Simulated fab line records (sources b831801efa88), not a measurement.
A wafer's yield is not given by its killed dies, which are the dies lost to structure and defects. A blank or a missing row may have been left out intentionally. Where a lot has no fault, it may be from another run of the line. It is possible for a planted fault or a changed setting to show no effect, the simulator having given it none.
Problem report in the 8D (eight disciplines) form, filled by code -- flow sky130 -- the parts of the form that need people (team, actions taken, sign-off) are left out

## 1. THE ISSUE
Wafers without a fault read 1.000 a.u., standard deviation 0.011; oes_product_au at SKY_FIELD_ISO_ETCH_17 reads a mean of 0.804 a.u. on 3 wafers belonging to 2 lots. That is -18 standard deviations from the usual mean.
The step: etches Si in HBr/Cl2/O2, target depth 342 nm, time 97.7 s.
Seen first at day 3 21:57 on rie_si-02, wafer L796.4. The record has a number at this step for 39 wafers belonging to 13 lots. By rule, "out" or "out of limits" means more than 4 standard deviations away from the usual mean. The other wafers with a number count as sound.

## 2. WHAT IT IS; WHAT IT IS NOT
question,is,is not
which readings at this step,"oes_product_au, throttle_valve_pct","drypump_motor_current_A, he_backside_leak_sccm"
which lots,"L796, L800","L789, L790, L791, L792, L793, L801, L803, L805, L807, L810, L811"
which wafers of those lots,"L796.4, L796.6, L800.2","L796.2, L800.1, L800.6"
read on which tools,rie_si-02,rie_si-01
when,from day 3 21:57,"up to then (16 sound wafers); but 20 sound wafers of L800, L801, L803, L805, L807, L810, L811 came after"

## 3. THE SUSPECTS, EACH WITH WHAT RULES IT OUT
Counting: if a tool at a process step up to the reading ran every lot that is out, it stays a suspect. Sound lots after the first of them don't rule it out here, since some wafers of a struck lot are sound.
- rie_si-02 at SKY_FIELD_ISO_ETCH_17 (etches Si in HBr/Cl2/O2, target depth 342 nm, time 97.7 s): kept. Ran every lot that is out, first one L796 (day 3 21:57); last sound lot up to then L793 (day 3 07:52). Out on those wafers are its own readings of oes_product_au, throttle_valve_pct.
- Within rie_si-02 at SKY_FIELD_ISO_ETCH_17: the wafers that are out ran in chamber 0; their sound lot-mates ran in chambers 2, 3.
Remaining after the count: rie_si-02 at SKY_FIELD_ISO_ETCH_17.

## 4. THE CAUSE (what the simulator had put in)
rie_si-02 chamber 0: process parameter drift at SKY_FIELD_ISO_ETCH_17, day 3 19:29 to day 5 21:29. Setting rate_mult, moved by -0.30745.
Only this tool survived the counting.

## 5. THE CHAIN OF EFFECTS, in route order
Rows list readings where the struck wafers' mean (over those with a number) sits beyond 3 standard deviations from the usual. Only readings whose record carries a usual standard deviation are examined. hours: median over the lots of the time between each lot's start at the first step of this table that gives one and its start at this step. sigmas: the change, counted in usual standard deviations.
hours,step,reading,usual,on struck wafers,change,sigmas
0,SKY_FIELD_ISO_ETCH_17,oes_product_au,1.000 a.u.,0.804,-0.196,-18
0,SKY_FIELD_ISO_ETCH_17,throttle_valve_pct,25.656 %,25.800,+0.144,+13
It contains these process steps:
- SKY_FIELD_ISO_ETCH_17: etches Si in HBr/Cl2/O2, target depth 342 nm, time 97.7 s.
Later steps that measure or inspect, where all struck wafers having a row at the step show a number for every such reading and not one has moved that far: SKY_VT_ADJUST_HVTP_OVL_MEAS_08, SKY_VT_ADJUST_NCORE_CD_MEAS_07.

## 6. WHAT WOULD HAVE CAUGHT IT SOONER
In this record no reading fell out of limits until day 3 21:57, 2 hours after the fault had begun at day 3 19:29.
